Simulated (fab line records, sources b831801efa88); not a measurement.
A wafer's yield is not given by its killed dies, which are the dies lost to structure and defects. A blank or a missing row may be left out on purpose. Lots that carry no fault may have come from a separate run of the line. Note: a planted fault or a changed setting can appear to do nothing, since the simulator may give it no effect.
Matching of chambers :: flow gf180mcu :: GF_V2_CVD_02 on pecvd-03: 3 sister chambers
The step deposits SiO2 from TEOS, target thk 850 nm, time 94.851 s. 6 wafers are shown with their chamber, then 7 later ones without.

== WAFERS PAIRED WITH THEIR CHAMBERS ==
wafer: L077.3
chamber: 1
heater-power-w (W): 659

wafer: L080.1
chamber: 1
heater-power-w (W): 649

wafer: L080.6
chamber: 0
heater-power-w (W): 764

wafer: L083.1
chamber: 0
heater-power-w (W): 764

wafer: L089.1
chamber: 2
heater-power-w (W): 610

wafer: L089.5
chamber: 2
heater-power-w (W): 652

== WAFERS WHOSE CHAMBER IS MISSING ==
wafer: L089.6
heater-power-w (W): 741

wafer: L090.2
heater-power-w (W): 610

wafer: L090.3
heater-power-w (W): 618

wafer: L090.4
heater-power-w (W): 654

wafer: L091.2
heater-power-w (W): 683

wafer: L091.3
heater-power-w (W): 645

wafer: L091.6
heater-power-w (W): 706

== CHAMBER TAKEN BY EACH ==
wafer: L089.6
from the rows above: 0
in truth: 0

wafer: L090.2
from the rows above: can't be placed: 2 or 1
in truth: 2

wafer: L090.3
from the rows above: can't be placed: 2 or 1
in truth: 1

wafer: L090.4
from the rows above: can't be placed: 1 or 2
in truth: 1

wafer: L091.2
from the rows above: can't be placed: 1 or 2
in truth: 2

wafer: L091.3
from the rows above: can't be placed: 1 or 2
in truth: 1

wafer: L091.6
from the rows above: can't be placed: 1 or 0 or 2
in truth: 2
Correct placement for 1 of the 7. Cannot be placed on the basis of these rows: 6; the candidates contain the true chamber in 6. Placed wrongly: 0.
How it was worked out, from the rows above alone: a wafer's distance from a chamber is the root of the sum, over the readings, of the square of ((its reading less the chamber's mean) divided by the reading's scatter). If the next closest chamber is less than 2 further off than the closest, the wafer can't be placed; otherwise it belongs to the closest. The mean given for a chamber averages the wafers shown for that chamber. How the scatter is found: for the shown wafers, subtract from each reading the mean of its chamber, square and add these, divide the total by (wafers less chambers), then take the root.
